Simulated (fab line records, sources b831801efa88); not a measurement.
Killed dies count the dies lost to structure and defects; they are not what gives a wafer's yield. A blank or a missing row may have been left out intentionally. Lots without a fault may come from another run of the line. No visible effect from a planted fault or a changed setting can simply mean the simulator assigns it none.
fab line records	flow sky130
[record] lots = 6	wafers = 18	last_day = 50
route steps=708 shown METAL2@495 VIA2@507 PAD_OPEN@708
lots untouched by any fault: they come from a run of this same line in which no faults occurred
start_h: hours from the record's first day to the start of the lot's first wafer shown	wait_h: hours from the lot's prior step to this one	" as in the row above	L1.1+2: several wafers, shown together as one row	- either no value or no given start	* or withheld: withheld	< > ~ a bound
route shown NAME@n: a module of which the file shows steps, and the number in the route of the first	usual: average and standard deviation across the fault-free wafers	same: alike in all rows	chamber/n: place in a boat	sites: each site's reading	_std_site: the standard deviation of these	_edge_site: outer sites' mean less inner sites'	radius_mm: for every site, how far away it sits from the centre of the wafer	mask NAME#n: copy n	behind: the most recent tool/chamber to have shaped the wafer	hold: cause of the lot's hold/its duration in hours/its outcome	device: transistor that didn't switch, given as n, p or np	end of line: tests of these same wafers at the route's end	a step with no rows: only its recipe	killed: the dies lost at the first sort to structure and to defects; this is not the yield of the wafer	map: a wafer's dies, x killed, . not, _ none there
set.NAME: the setting as run; set.NAME@STEP: as run at that earlier step	model.NAME: the simulator's own value behind a step, which no gauge read
lots seen at some steps along the route; tables by step, rows by wafer
services: a tool's chamber out of use, with start hour (start_h, from the record's first day; less than 0 if before it), hours out, and reason
[[steps]]
[step SKY_METAL2_EXPOSE_12]
[recipe] mask_id = MM2	na = 0.8	source_shape = annular	sigma_inner = 0.55	sigma_outer = 0.85	target_cd_nm = 140	dose_mj = 28
[step SKY_METAL2_PEB_13]
[recipe] peb_temp_c = withheld	peb_time_s = withheld	resist = KrF-thick
[step SKY_METAL2_DEVELOP_14]
[recipe] develop_time_s = 60	resist = KrF-thick	dev_temp_c = 21
[step SKY_METAL2_CD_MEAS_15]
[recipe] target_cd_nm = 140
[usual] cd_nm = 140.0/1.9
lot.wafer	tool	chamber	start_h	wait_h	cd_nm
L401.2	cd_sem-01	-	822.55	-	142.7
L401.3	"	-	"	"	141.5
L401.5	"	-	"	"	140.9
L407.2	cd_sem-02	-	874.39	-	136.8
L407.4	"	-	"	"	136.8
L407.6	"	-	"	"	137.4
L416.1	cd_sem-02	-	941.38	-	136.8
L416.2	"	-	"	"	137.6
L416.5	"	-	"	"	138.9
L418.1	cd_sem-02	-	944.97	-	140.5
L418.2	"	-	"	"	140.8
L418.3	"	-	"	"	139.1
L420.2	cd_sem-01	-	972.29	-	138.8
L420.3	"	-	"	"	137.5
L420.6	"	-	"	"	137.9
L421.2	cd_sem-02	-	975.74	-	138.3
L421.4	"	-	"	"	138.3
L421.5	"	-	"	"	139.1
[step SKY_METAL2_OVL_MEAS_16]
[usual] METAL2_OVL = 4/5.3
lot.wafer	tool	chamber	start_h	wait_h	METAL2_OVL[nm]
L401.2	overlay-02	-	822.66	0.1	-1
L401.3	"	-	"	"	-2
L401.5	"	-	"	"	4
L407.2	overlay-02	-	874.50	0.1	8
L407.4	"	-	"	"	7
L407.6	"	-	"	"	15
L416.1	overlay-01	-	941.50	0.1	8
L416.2	"	-	"	"	0
L416.5	"	-	"	"	10
L418.1	overlay-01	-	945.09	0.1	-4
L418.2	"	-	"	"	-3
L418.3	"	-	"	"	-7
L420.2	overlay-01	-	972.40	0.1	9
L420.3	"	-	"	"	0
L420.6	"	-	"	"	2
L421.2	overlay-02	-	975.85	0.1	14
L421.4	"	-	"	"	9
L421.5	"	-	"	"	5
[step SKY_METAL2_DESCUM_17]
[recipe] chemistry = O2	source_power_w = 150	bias_power_w = 0	pressure_mtorr = 10	temp_c = 40	time_s = 8
[usual] drypump_motor_current_A = 5.8/0.54	oes_product_au = 0.995/0.01
lot.wafer	tool	chamber	start_h	wait_h	drypump_motor_current_A	oes_product_au	rf_hours_counter_h
L401.2	rie_metal-02	1	822.69	0.0	5.8	0.999	1
L401.3	"	0	"	"	6.8	1.001	-
L401.5	"	1	"	"	5.8	1.004	-
L407.2	rie_metal-02	0	874.53	0.0	6.8	0.986	8
L407.4	"	0	"	"	6.8	0.989	-
L407.6	"	0	"	"	6.7	1.000	-
L416.1	rie_metal-03	0	941.54	0.0	5.1	0.980	14
L416.2	"	1	"	"	6.0	1.011	9
L416.5	"	1	"	"	6.0	1.010	-
L418.1	rie_metal-04	1	945.13	0.0	6.1	0.994	8
L418.2	"	0	"	"	5.3	0.994	13
L418.3	"	0	"	"	5.3	0.995	-
L420.2	rie_metal-03	0	972.43	0.0	5.1	0.981	15
L420.3	"	1	"	"	6.0	1.008	-
L420.6	"	1	"	"	6.0	1.004	-
L421.2	rie_metal-02	0	975.88	0.0	6.8	0.995	14
L421.4	"	1	"	"	5.8	0.997	-
L421.5	"	0	"	"	6.7	0.996	-
[step SKY_METAL2_ETCH_18]
[recipe] chemistry = N2/H2	target = BARC	ion_energy_ev = 200	bias_w = 100	pressure_mtorr = 30	n2_flow_sccm = 100	h2_flow_sccm = 200	icp_w = 500	stop_on = SiO2	time_s = 45.9	target_depth_a = 600
[usual] bias_w = 100.0/0.32	drypump_motor_current_A = 5.8/0.55	oes_product_au = 0.855/0.0049	throttle_valve_pct = 13.224/0.009
lot.wafer	tool	chamber	start_h	wait_h	bias_w	drypump_motor_current_A	oes_product_au	rf_hours_counter_h	throttle_valve_pct
L401.2	rie_metal-02	1	822.72	0.0	99.8	5.8	0.863	1	13.226
L401.3	"	0	"	"	99.9	6.8	0.853	-	13.209
L401.5	"	1	"	"	99.7	5.8	0.850	-	13.214
L407.2	rie_metal-02	0	874.56	0.0	99.5	6.8	0.860	8	13.223
L407.4	"	0	"	"	100.4	6.8	0.854	-	13.216
L407.6	"	0	"	"	99.9	6.7	0.853	-	13.226
L416.1	rie_metal-03	0	941.57	0.0	100.0	5.1	0.856	14	13.229
L416.2	"	1	"	"	100.4	6.0	0.852	9	13.225
L416.5	"	1	"	"	100.2	6.0	0.850	-	13.227
L418.1	rie_metal-04	1	945.16	0.0	100.1	6.1	0.856	8	13.218
L418.2	"	0	"	"	100.3	5.3	0.839	13	13.210
L418.3	"	0	"	"	100.3	5.3	0.853	-	13.224
L420.2	rie_metal-03	0	972.46	0.0	99.6	5.1	0.851	15	13.212
L420.3	"	1	"	"	100.5	6.0	0.853	-	13.231
L420.6	"	1	"	"	100.5	6.0	0.854	-	13.238
L421.2	rie_metal-02	0	975.91	0.0	100.6	6.8	0.857	14	13.220
L421.4	"	1	"	"	100.3	5.7	0.860	-	13.227
L421.5	"	0	"	"	100.4	6.7	0.851	-	13.218
[step SKY_METAL2_METAL_ETCH_19]
[recipe] target_depth_a = 3600	stop_on = SiO2	over_etch_frac = 0.3	time_s = 78	chemistry = Cl2/BCl3	resist_sidewall_deg = 88	pressure_mtorr = 10	icp_w = 900	bias_w = 48.5	Cl2_flow_sccm = 60	bcl3_flow_sccm = 30
[usual] bias_w = 48.50/0.14	drypump_motor_current_A = 5.8/0.54	oes_product_au = 0.854/0.0063	throttle_valve_pct = 22.265/0.0089
lot.wafer	tool	chamber	start_h	wait_h	bias_w	drypump_motor_current_A	oes_product_au	rf_hours_counter_h	throttle_valve_pct
L401.2	rie_metal-02	1	822.78	0.0	48.54	5.8	0.848	1	22.266
L401.3	"	0	"	"	48.46	6.8	0.846	-	22.282
L401.5	"	1	"	"	48.68	5.8	0.849	-	22.270
L407.2	rie_metal-02	0	874.63	0.0	48.48	6.8	0.847	8	22.252
L407.4	"	0	"	"	48.60	6.8	0.844	-	22.277
L407.6	"	0	"	"	48.44	6.8	0.848	-	22.267
L416.1	rie_metal-03	0	941.63	0.0	48.33	5.1	0.849	14	22.270
L416.2	"	1	"	"	48.40	6.0	0.858	9	22.265
L416.5	"	1	"	"	48.52	6.0	0.853	-	22.266
L418.1	rie_metal-04	1	945.23	0.0	48.50	6.1	0.858	8	22.272
L418.2	"	0	"	"	48.62	5.3	0.848	13	22.259
L418.3	"	0	"	"	48.45	5.3	0.849	-	22.262
L420.2	rie_metal-03	0	972.52	0.0	48.44	5.1	0.853	15	22.271
L420.3	"	1	"	"	48.42	6.0	0.844	-	22.266
L420.6	"	1	"	"	48.68	6.0	0.853	-	22.262
L421.2	rie_metal-02	0	975.97	0.0	48.35	6.8	0.873	14	22.279
L421.4	"	1	"	"	48.53	5.8	0.859	-	22.266
L421.5	"	0	"	"	48.28	6.8	0.865	-	22.278
[step SKY_METAL2_STRIP_20]
[recipe] chemistry = O2/N2	power_w = 1400	pressure_mtorr = 1500	platen_temp_c = withheld	o2_flow_sccm = 3000	n2_flow_sccm = 300	overash_fraction = 0.5
[usual] drypump_motor_current_A = 5.8/0.69	oes_product_au = 0.344/0.005	strip_time_to_endpoint_s = 2.72/0.05
lot.wafer	tool	chamber	start_h	wait_h	drypump_motor_current_A	oes_product_au	rf_hours_counter_h	strip_time_to_endpoint_s
L401.2	plasma_asher-02	0	822.87	0.1	6.8	0.344	35	2.73
L401.3	"	0	"	"	6.7	0.338	-	2.73
L401.5	"	1	"	"	5.3	0.348	-	2.69
L407.2	plasma_asher-01	0	874.72	0.1	4.9	0.340	12	2.76
L407.4	"	0	"	"	4.9	0.344	-	2.73
L407.6	"	0	"	"	4.9	0.339	-	2.74
L416.1	plasma_asher-02	1	941.72	0.1	5.3	0.343	48	2.80
L416.2	"	0	"	"	6.8	0.337	48	2.67
L416.5	"	1	"	"	5.3	0.345	-	2.66
L418.1	plasma_asher-01	1	945.32	0.1	5.7	0.347	19	2.78
L418.2	"	0	"	"	4.9	0.344	19	2.77
L418.3	"	0	"	"	4.9	0.349	-	2.76
L420.2	plasma_asher-04	1	972.61	0.1	5.2	0.343	113	2.76
L420.3	"	0	"	"	5.6	0.340	-	2.67
L420.6	"	1	"	"	5.1	0.332	-	2.65
L421.2	plasma_asher-02	0	976.06	0.1	6.7	0.343	51	2.73
L421.4	"	1	"	"	5.3	0.343	-	2.69
L421.5	"	1	"	"	5.3	0.342	-	2.70
[step SKY_METAL2_STRIP_21]
[recipe] chemistry = post_etch_residue_remover	time_s = 1200	temp_c = 72.5
[step SKY_METAL2_CLEAN_22]
[recipe] chemistry = IPA	time_s = 180	temp_c = 25
[step SKY_METAL2_CLEAN_23]
[recipe] chemistry = O3/DIW	dry = n2_spin
[step SKY_VIA2_HDPCVD_00]
[recipe] material = SiO2	target_thk_nm = 1180	sigma_open_frac = 0.3	time_s = 196.7	temp_c = 400	sih4_flow_sccm = 60	pressure_mtorr = 6
[usual] sih4_flow_sccm = 60.01/0.19
lot.wafer	tool	chamber	start_h	wait_h	sih4_flow_sccm	model.SiO2_of_VIA2_HDPCVD_00.thk_nm
L401.2	hdpcvd-01	2	823.47	0.0	59.69	1160
L401.3	"	0	"	"	59.99	1150
L401.5	"	2	"	"	59.72	1174
L407.2	hdpcvd-02	2	875.74	0.0	60.20	1196
L407.4	"	2	"	"	60.28	1192
L407.6	"	0	"	"	59.86	1190
L416.1	hdpcvd-02	2	942.31	0.0	48.20	958.1
L416.2	"	1	"	"	47.91	953.5
L416.5	"	2	"	"	48.34	945.7
L418.1	hdpcvd-02	0	945.91	0.0	47.67	947.7
L418.2	"	1	"	"	47.94	953.4
L418.3	"	2	"	"	48.15	950
L420.2	hdpcvd-01	2	973.20	0.0	59.79	1209
L420.3	"	1	"	"	60.12	1188
L420.6	"	2	"	"	60.15	1192
L421.2	hdpcvd-01	1	976.65	0.0	60.32	1182
L421.4	"	0	"	"	59.69	1173
L421.5	"	2	"	"	60.03	1172
[step SKY_VIA2_THK_MEAS_01]
[recipe] reads = SiO2_of_VIA2_HDPCVD_00
[usual] VIA2_HDPCVD_THK = 1180/12
lot.wafer	tool	chamber	start_h	wait_h	hold	VIA2_HDPCVD_THK[nm]
L401.2	film_metro-02	-	823.61	0.1	-	1160
L401.3	"	-	"	"	-	1149
L401.5	"	-	"	"	-	1173
L407.2	film_metro-02	-	875.88	0.1	-	1196
L407.4	"	-	"	"	-	1192
L407.6	"	-	"	"	-	1190
L416.1	film_metro-02	-	942.44	0.1	await_dispo/0.2h/release	958
L416.2	"	-	"	"	await_dispo/0.2h/release	953
L416.5	"	-	"	"	await_dispo/0.2h/release	946
L416.1	film_metro-02	-	942.67	0.2	-	958
L416.2	"	-	"	"	-	954
L416.5	"	-	"	"	-	946
L418.1	film_metro-02	-	946.03	0.1	await_dispo/0.2h/release	948
L418.2	"	-	"	"	await_dispo/0.2h/release	954
L418.3	"	-	"	"	await_dispo/0.2h/release	950
L418.1	film_metro-02	-	946.26	0.2	-	948
L418.2	"	-	"	"	-	953
L418.3	"	-	"	"	-	950
L420.2	film_metro-01	-	973.34	0.1	-	1209
L420.3	"	-	"	"	-	1187
L420.6	"	-	"	"	-	1192
L421.2	film_metro-02	-	976.79	0.1	-	1183
L421.4	"	-	"	"	-	1172
L421.5	"	-	"	"	-	1171
[step SKY_VIA2_CMP_02]
[recipe] material = SiO2	down_force_psi = 4	platen_rpm = 60	pad_velocity_m_s = 0.94248
[usual] motor_current_A = 12.5/1.1
lot.wafer	tool	chamber	start_h	wait_h	hold	motor_current_A
L401.3	cmp-01	3	823.72	0.1	-	12.2
L401.2	"	1	"	"	-	10.9
L401.5	"	3	"	"	-	11.8
L407.4	cmp-01	0	875.98	0.1	-	12.4
L407.2	"	2	"	"	-	14.0
L407.6	"	0	"	"	-	13.2
L418.1	cmp-02	1	948.24	2.0	await_dispo/1.7h/release	13.6
L418.2	"	3	"	"	await_dispo/1.7h/release	10.6
L418.3	"	0	"	"	await_dispo/1.7h/release	12.5
L416.2	cmp-01	1	953.65	11.0	await_dispo/3.1h/release	11.6
L416.1	"	3	"	"	await_dispo/3.1h/release	12.4
L416.5	"	1	"	"	await_dispo/3.1h/release	11.0
L420.3	cmp-02	3	973.49	0.1	-	9.7
L420.2	"	0	"	"	-	11.7
L420.6	"	2	"	"	-	11.7
L421.4	cmp-02	2	976.94	0.1	-	11.8
L421.2	"	3	"	"	-	10.6
L421.5	"	1	"	"	-	13.1
[step SKY_PAD_OPEN_PROBE_99]
[usual] defect_limited_yield = 82.6/1.9	killed_at_M0_to_M3 = 43/7.2	killed_at_M4_up = 3.5/2	killed_at_contacts = 24/5.2	killed_at_front_end = 15/4.4	killed_at_other = 0.2/0.48	killed_dies = 85/9.4	killed_on_rim = 16/3.7	killed_open = 46/7.3	killed_short = 39/6.1	sort_bin_3_pad_short = 0.8/0.37	sort_bin_5_function = 10.2/1.4	sort_bin_6_memory = 6.3/1.1	sort_n_pass = 407/9.4	sort_yield_pct = 82.6/1.9
[same] gross_dies = 492	killed_at_back_side = 0	sort_bin_4_leakage[%] = 0	sort_bin_8_speed[%] = 0
lot.wafer	tool	chamber	start_h	wait_h	defect_limited_yield[%]	killed_at_M0_to_M3	killed_at_M4_up	killed_at_contacts	killed_at_front_end	killed_at_other	killed_dies	killed_on_rim	killed_open	killed_short	sort_bin_3_pad_short[%]	sort_bin_5_function[%]	sort_bin_6_memory[%]	sort_n_pass	sort_yield_pct[%]
L401.2	prober-02	-	1081.27	0.1	80.9	42	6	30	16	0	94	23	53	39	1.0	10.4	7.7	398	80.9
L401.3	prober-02	-	1081.32	0.2	81.1	59	4	17	13	0	93	18	49	44	0.8	11.8	6.3	399	81.1
L401.5	prober-02	-	1081.42	0.2	85.0	42	0	25	7	0	74	14	50	24	0.2	9.1	5.7	418	85.0
L407.4	prober-01	-	1116.23	0.2	77.0	55	5	34	17	2	113	19	55	54	1.0	15.9	6.1	379	77.0
L407.6	prober-01	-	1116.33	0.2	83.7	39	3	21	17	0	80	17	46	33	0.6	10.4	5.3	412	83.7
L416.1	prober-01	-	1166.58	0.1	84.3	33	5	28	11	0	77	17	55	22	0.2	10.8	4.7	415	84.3
L416.2	prober-01	-	1166.63	0.1	82.1	47	1	20	20	0	88	23	43	45	1.0	11.2	5.7	404	82.1
L416.5	prober-01	-	1166.78	0.2	82.3	38	2	28	19	0	87	16	43	43	0.6	11.0	6.1	405	82.3
L418.1	prober-02	-	1169.61	0.1	85.6	35	3	18	15	0	71	8	38	33	0.6	10.6	3.3	421	85.6
L418.2	prober-02	-	1169.66	0.1	81.1	47	4	25	17	0	93	22	54	39	0.6	10.8	7.5	399	81.1
L418.3	prober-02	-	1169.71	0.2	80.3	52	4	21	20	0	97	16	54	43	0.6	11.8	7.3	395	80.3
L420.2	prober-02	-	1187.79	0.1	81.9	39	1	30	19	0	89	18	48	41	1.2	10.8	6.1	403	81.9
L420.3	prober-02	-	1187.84	0.2	82.5	39	3	22	21	1	86	11	41	41	0.8	11.0	5.7	406	82.5
L420.6	prober-02	-	1187.99	0.2	82.7	50	2	19	14	0	85	19	37	48	0.6	9.3	7.3	407	82.7
L421.2	prober-02	-	1192.32	0.1	80.1	52	4	32	10	0	98	12	64	34	0.8	12.4	6.7	394	80.1
L421.4	prober-02	-	1192.42	0.2	79.7	47	8	26	18	1	100	18	52	48	1.2	11.4	7.7	392	79.7
L421.5	prober-02	-	1192.47	0.2	81.9	47	2	17	23	0	89	16	44	45	1.0	12.2	4.9	403	81.9
// killed by level:class
L401.2 VIA2:geometric_particle:open=10 LI_CONTACT:geometric_particle:open=10 CONTACT:geometric_particle:open=10 METAL1:geometric_particle:short=6 VIA1:geometric_particle:open=6 FIELD_ISO:geometric_particle:short=5 VIA3:geometric_particle:short=5 CONTACT:geometric_particle:short=5
L401.3 VIA1:geometric_particle:open=18 VIA3:geometric_particle:short=10 VIA2:geometric_particle:open=10 LOCAL_INTERCONNECT:geometric_particle:short=5 CONTACT:geometric_particle:open=5 METAL1:geometric_particle:short=5 FIELD_ISO:geometric_particle:short=4 FIELD_ISO:geometric_particle:open=4
L401.5 VIA1:geometric_particle:open=18 CONTACT:geometric_particle:open=10 VIA2:geometric_particle:open=6 LI_CONTACT:geometric_particle:open=5 VIA3:geometric_particle:open=5 POLY_GATE:geometric_particle:short=4 CONTACT:geometric_particle:short=4 LI_CONTACT:geometric_particle:short=3
L407.4 VIA1:geometric_particle:open=14 CONTACT:geometric_particle:open=11 LI_CONTACT:geometric_particle:open=9 VIA3:geometric_particle:open=8 VIA1:geometric_particle:short=7 CONTACT:geometric_particle:short=7 POLY_GATE:geometric_particle:short=6 METAL1:geometric_particle:short=6
L407.6 VIA2:geometric_particle:open=9 LI_CONTACT:geometric_particle:open=8 FIELD_ISO:geometric_particle:short=6 VIA3:geometric_particle:open=6 CONTACT:geometric_particle:short=6 VIA1:geometric_particle:open=6 LOCAL_INTERCONNECT:geometric_particle:short=4 METAL1:geometric_particle:short=4
L416.1 LI_CONTACT:geometric_particle:open=12 VIA1:geometric_particle:open=11 CONTACT:geometric_particle:open=10 VIA2:geometric_particle:open=4 CONTACT:geometric_particle:short=4 FIELD_ISO:geometric_particle:open=3 POLY_CUT:geometric_particle:open=3 VIA1:geometric_particle:short=3
L416.2 VIA1:geometric_particle:open=13 CONTACT:geometric_particle:open=10 VIA1:geometric_particle:short=9 FIELD_ISO:geometric_particle:short=8 METAL1:geometric_particle:short=6 POLY_GATE:geometric_particle:short=5 METAL2:geometric_particle:short=5 LI_CONTACT:geometric_particle:open=4
L416.5 VIA1:geometric_particle:open=12 CONTACT:geometric_particle:open=10 POLY_GATE:geometric_particle:short=7 LOCAL_INTERCONNECT:geometric_particle:short=6 LI_CONTACT:geometric_particle:open=6 METAL1:geometric_particle:short=5 POLY_GATE:geometric_particle:open=5 CONTACT:geometric_particle:short=4
L418.1 VIA1:geometric_particle:open=9 CONTACT:geometric_particle:short=6 CONTACT:geometric_particle:open=6 VIA1:geometric_particle:short=6 VIA3:geometric_particle:open=6 METAL2:geometric_particle:short=5 FIELD_ISO:geometric_particle:open=4 LOCAL_INTERCONNECT:geometric_particle:short=4
L418.2 VIA1:geometric_particle:short=11 VIA1:geometric_particle:open=11 VIA3:geometric_particle:open=10 LI_CONTACT:geometric_particle:open=8 CONTACT:geometric_particle:open=6 POLY_GATE:geometric_particle:open=5 CONTACT:geometric_particle:short=5 VIA3:geometric_particle:short=4
L418.3 VIA1:geometric_particle:open=18 LI_CONTACT:geometric_particle:open=8 VIA3:geometric_particle:open=7 CONTACT:geometric_particle:open=6 VIA2:geometric_particle:open=6 FIELD_ISO:geometric_particle:open=5 FIELD_ISO:geometric_particle:short=5 CONTACT:geometric_particle:short=5
L420.2 CONTACT:geometric_particle:open=15 VIA1:geometric_particle:open=8 METAL1:geometric_particle:short=8 METAL2:geometric_particle:short=8 POLY_GATE:geometric_particle:short=7 VIA3:geometric_particle:open=7 LI_CONTACT:geometric_particle:open=6 POLY_GATE:geometric_particle:open=4
L420.3 VIA1:geometric_particle:open=9 METAL2:geometric_particle:short=9 CONTACT:geometric_particle:open=7 VIA3:geometric_particle:open=6 FIELD_ISO:geometric_particle:short=5 LI_CONTACT:geometric_particle:open=5 VIA1:geometric_particle:short=5 POLY_GATE:geometric_particle:open=4
L420.6 VIA1:geometric_particle:open=12 CONTACT:geometric_particle:open=8 METAL2:geometric_particle:short=8 METAL1:geometric_particle:short=6 VIA1:geometric_particle:short=6 VIA3:geometric_particle:open=6 METAL3:geometric_particle:short=5 FIELD_ISO:geometric_particle:short=4
L421.2 LI_CONTACT:geometric_particle:open=15 VIA1:geometric_particle:open=15 METAL1:geometric_particle:short=9 VIA2:geometric_particle:open=9 VIA3:geometric_particle:open=7 CONTACT:geometric_particle:open=6 LOCAL_INTERCONNECT:geometric_particle:short=4 CONTACT:geometric_particle:short=4
L421.4 VIA1:geometric_particle:open=9 LI_CONTACT:geometric_particle:open=8 METAL1:geometric_particle:short=7 CONTACT:geometric_particle:open=7 METAL4:geometric_particle:short=7 POLY_GATE:geometric_particle:open=6 METAL2:geometric_particle:short=6 VIA3:geometric_particle:open=6
L421.5 VIA1:geometric_particle:open=9 POLY_GATE:geometric_particle:short=7 VIA2:geometric_particle:open=6 CONTACT:geometric_particle:open=6 METAL1:geometric_particle:short=6 FIELD_ISO:geometric_particle:short=5 VIA2:geometric_particle:short=5 FIELD_ISO:geometric_particle:open=4
[[services]]
tool	chamber	start_h	hours	kind
plasma_asher-02	-	802.34	1.6	repair
cmp-02	-	817.41	0.7	repair
cmp-02	-	822.45	20.0	pm
plasma_asher-01	-	846.42	2.8	pm
hdpcvd-01	1	853.36	2.4	repair
cmp-02	-	876.03	6.0	pm
plasma_asher-04	-	890.24	4.4	repair
hdpcvd-02	0	896.47	9.6	repair
cmp-01	-	912.13	4.0	pm
cmp-01	-	916.13	-	consumable_replace:conditioner
cmp-01	-	916.13	-	consumable_replace:pad
cmp-02	-	928.41	5.1	pm
rie_metal-03	-	945.62	1.4	pm
rie_metal-03	-	947.72	14.6	pm
hdpcvd-02	-	950.25	15.0	pm
hdpcvd-02	0	950.25	15.0	vent_cycle
hdpcvd-02	1	950.25	15.0	vent_cycle
hdpcvd-02	2	950.25	15.0	vent_cycle
cmp-02	-	956.80	0.3	repair
hdpcvd-02	0	965.25	-	clean
hdpcvd-02	1	965.25	-	clean
hdpcvd-02	2	965.25	-	clean
[[key]]
[first_sign] step = SKY_VIA2_HDPCVD_00	reading = sih4_flow_sccm	direction = down	sigmas = 63	usual = 60.01	struck = 48.04
[effect] step = SKY_VIA2_THK_MEAS_01	reading = visit	direction = added
[effect] step = SKY_VIA2_THK_MEAS_01	reading = VIA2_HDPCVD_THK	direction = down	sigmas = 20	usual = 1180	struck = 951
[model_effect] step = SKY_VIA2_HDPCVD_00	value = SiO2_of_VIA2_HDPCVD_00.thk_nm	without = 1187	struck = 951.4
met_at SKY_VIA2_HDPCVD_00
struck_wafers L416.1,L416.2,L416.5,L418.1,L418.2,L418.3
onset_between 875.74 942.31
[fault] kind = process_parameter_drift	tool = hdpcvd-02	chamber = -	onset_h = 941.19	steps = SKY_VIA2_HDPCVD_00	channel = sih4_flow_sccm	offset = -12	shape = step	end_h = 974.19	acts_in = these_recipes_only	stated = 60
